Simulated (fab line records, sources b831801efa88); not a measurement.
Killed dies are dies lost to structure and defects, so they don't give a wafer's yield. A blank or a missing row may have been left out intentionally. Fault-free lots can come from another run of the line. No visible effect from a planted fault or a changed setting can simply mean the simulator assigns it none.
Which tool did it? + flow sky130 + Sampling: 10 lots, 30 wafers, 5 of 708 route steps

== WHAT THE GAUGES READ, wafer by wafer ==
SKY_VIA3_RS_MEAS_22: measurement is done with a four-point probe.
| lot  | measured     | on            | VIA3_W_RS (ohm/sq) |
|------|--------------|---------------|--------------------|
| L231 | day 39 12:13 | film_metro-02 | 0.295 0.298 0.296  |
| L233 | day 40 03:30 | film_metro-01 | 0.297 0.292 0.295  |
| L235 | day 40 15:50 | film_metro-02 | 0.291 0.298 0.294  |
| L237 | day 41 15:32 | film_metro-02 | 0.290 0.298 0.294  |
| L239 | day 42 01:34 | film_metro-01 | 0.291 0.297 0.293  |
| L243 | day 43 03:50 | film_metro-02 | 0.553 0.549 0.572  |
| L244 | day 43 13:22 | film_metro-03 | 0.570 0.569 0.575  |
| L245 | day 43 23:47 | film_metro-02 | 0.291 0.294 0.292  |
| L250 | day 45 09:52 | film_metro-01 | 0.291 0.292 0.287  |
| L253 | day 46 00:32 | film_metro-03 | 0.290 0.295 0.294  |

== WHICH TOOL RAN EACH LOT (tool, then ch and the chambers of the sampled wafers, then the start) ==
| lot  | SKY_VIA3_ETCH_14                   | SKY_VIA3_ETCH_15                   | SKY_VIA3_SPUTTER_20          | SKY_VIA3_CVD_21               |
|------|------------------------------------|------------------------------------|------------------------------|-------------------------------|
| L231 | rie_diel-01 ch 1,2,3, day 39 11:18 | rie_diel-01 ch 1,2,3, day 39 11:20 | pvd_sputter-01, day 39 12:02 | cvd_w-02 ch 1, day 39 12:05   |
| L233 | rie_diel-03 ch 0,2,3, day 40 02:36 | rie_diel-03 ch 0,2,3, day 40 02:38 | pvd_sputter-01, day 40 03:18 | cvd_w-02 ch 0,1, day 40 03:22 |
| L235 | rie_diel-03 ch 0,1,2, day 40 14:56 | rie_diel-03 ch 0,1,2, day 40 14:58 | pvd_sputter-03, day 40 15:37 | cvd_w-02 ch 0,1, day 40 15:41 |
| L237 | rie_diel-03 ch 2,3, day 41 14:38   | rie_diel-03 ch 2,3, day 41 14:40   | pvd_sputter-02, day 41 15:19 | cvd_w-01 ch 0,1, day 41 15:23 |
| L239 | rie_diel-02 ch 0,1,3, day 42 00:41 | rie_diel-02 ch 0,1,3, day 42 00:43 | pvd_sputter-02, day 42 01:22 | cvd_w-02 ch 0,1, day 42 01:26 |
| L243 | rie_diel-01 ch 0,1, day 43 02:56   | rie_diel-01 ch 0,1, day 43 02:58   | pvd_sputter-03, day 43 03:37 | cvd_w-02 ch 0,1, day 43 03:41 |
| L244 | rie_diel-02 ch 0,2,3, day 43 12:27 | rie_diel-02 ch 0,2,3, day 43 12:29 | pvd_sputter-02, day 43 13:08 | cvd_w-02 ch 0,1, day 43 13:14 |
| L245 | rie_diel-01 ch 0,1, day 43 22:54   | rie_diel-01 ch 0,1, day 43 22:56   | pvd_sputter-01, day 43 23:35 | cvd_w-01 ch 0,1, day 43 23:39 |
| L250 | rie_diel-03 ch 0,1,3, day 45 08:56 | rie_diel-03 ch 0,1,3, day 45 08:58 | pvd_sputter-02, day 45 09:40 | cvd_w-01 ch 0,1, day 45 09:44 |
| L253 | rie_diel-02 ch 0,1, day 45 23:11   | rie_diel-02 ch 0,1, day 45 23:13   | pvd_sputter-01, day 46 00:20 | cvd_w-01 ch 0,1, day 46 00:24 |
- SKY_VIA3_ETCH_14: etches BARC in N2/H2, stops on SiO2, time 45.9 s, target depth 60 nm.
- SKY_VIA3_ETCH_15: etches SiO2 in C4F8/O2/Ar, stops on TiN, target depth 507 nm, time 78 s.
- SKY_VIA3_SPUTTER_20: material TiN, target thk 20 nm, time 80 s.
- SKY_VIA3_CVD_21: deposits W, target thk 390 nm, time 117.31 s.

== THE ANSWER, worked out from the rows above alone ==
Rule: usual is defined by the lots themselves. The widest of any qualifying gaps counts: lots, ordered by their means at a reading, are off when they make up no more than a third of the lots, leave a main group of 4 or more, and stand apart from it by 3 or more times the standard deviation of that group's means. If all means in a main group match to the digits the tables above print for the reading, that group is not used. Also off: a lot with no number at a reading for which 4 or more lots have one. Where the step has rows for the other lots, those lots are counted as sound.
Off: at SKY_VIA3_RS_MEAS_22 (VIA3_W_RS), L243, L244. Main group: mean 0.294 ohm/sq, sd 0.0017.
A tool fits if, at a process step before that reading, it ran every lot that is off, and no sound lot after the first of them. Gauges at SKY_VIA3_RS_MEAS_22: tried the same way as those tools. One candidate fits, namely cvd_w-02 at SKY_VIA3_CVD_21. Its last sound lot is L239 (day 42 01:26), its first lot that is off L243 (day 43 03:41): a fault that began between those two fits.

== WHAT THE SIMULATOR PUT IN ==
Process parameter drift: cvd_w-02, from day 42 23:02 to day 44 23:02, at SKY_VIA3_CVD_21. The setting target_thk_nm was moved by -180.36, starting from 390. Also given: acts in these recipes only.
Lots struck among those shown: L243, L244. The rule above found the same.
